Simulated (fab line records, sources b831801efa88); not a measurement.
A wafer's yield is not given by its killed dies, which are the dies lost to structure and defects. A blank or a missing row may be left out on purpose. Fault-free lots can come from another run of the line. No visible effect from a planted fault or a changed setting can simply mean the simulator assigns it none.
Problem report in the 8D (eight disciplines) form, filled by code || flow sky130 || the parts of the form that need people (team, actions taken, sign-off) are left out

## 1. WHAT IS WRONG
Mean of chamber pressure pa at SKY_METAL4_SPUTTER_04: 0.3718 Pa across 6 wafers in 2 lots; on wafers with no fault it is 0.4001 Pa (standard deviation 0.00078). That puts it -36 standard deviations away from the usual mean.
The step: material TiN, target thk 70 nm, time 58.3 s.
Earliest sighting: wafer L732.1 on pvd sputter-02 at day 42 15:55. The record has a number at this step for 36 wafers belonging to 12 lots. By rule, "out" or "out of limits" means more than 4 standard deviations away from the usual mean. The other wafers with a number count as sound.

## 2. WHAT IT IS; WHAT IT IS NOT
{"question": "which readings at this step", "is": "chamber pressure pa", "is not": "throttle valve pct"}
{"question": "which lots", "is": "L732, L733", "is not": "L724, L727, L728, L729, L730, L739, L740, L742, L746, L747"}
{"question": "which wafers of those lots", "is": "all that have a number", "is not": "-"}
{"question": "read on which tools", "is": "pvd sputter-02", "is not": "pvd sputter-01, pvd sputter-03"}
{"question": "when", "is": "from day 42 15:55", "is not": "up to then (15 sound wafers); but 15 sound wafers of L739, L740, L742, L746, L747 came after"}

## 3. SUSPECTS, AND WHAT RULES EACH OUT
Counting: a tool at a process step up to the reading stays a suspect if it ran every lot that is out and no sound lot after the first of them.
- pvd sputter-02 at SKY_METAL4_SPUTTER_04 (material TiN, target thk 70 nm, time 58.3 s): ruled out as a lasting fault. Following L732 (day 42 15:55), the first lot on it that is out, the sound lots L746, L747 were run on it.
Left after counting: nothing in the record.

## 4. THE CAUSE (what the simulator had put in)
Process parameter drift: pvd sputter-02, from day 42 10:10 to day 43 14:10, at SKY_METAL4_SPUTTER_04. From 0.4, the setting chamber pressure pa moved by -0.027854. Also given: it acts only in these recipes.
Counting ruled it out, wrongly.

## 5. THE CHAIN OF EFFECTS, in route order
One row per reading whose mean, taken over the struck wafers that have a number, lies over 3 standard deviations from the usual. Only readings whose record carries a usual standard deviation are examined. hours: median over the lots of the time between each lot's start at the first step of this table that gives one and its start at this step. sigmas: the change, counted in usual standard deviations.
{"hours": 0, "step": "SKY_METAL4_SPUTTER_04", "reading": "chamber pressure pa", "usual": "0.4001 Pa", "on struck wafers": 0.3718, "change": -0.0283, "sigmas": -36}
Here are the process steps it includes:
- SKY_METAL4_SPUTTER_04: material TiN, target thk 70 nm, time 58.3 s.

## 6. WHAT WOULD HAVE CAUGHT IT SOONER
In this record no reading fell out of limits until day 42 15:55, 6 hours after the fault had begun at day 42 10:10.
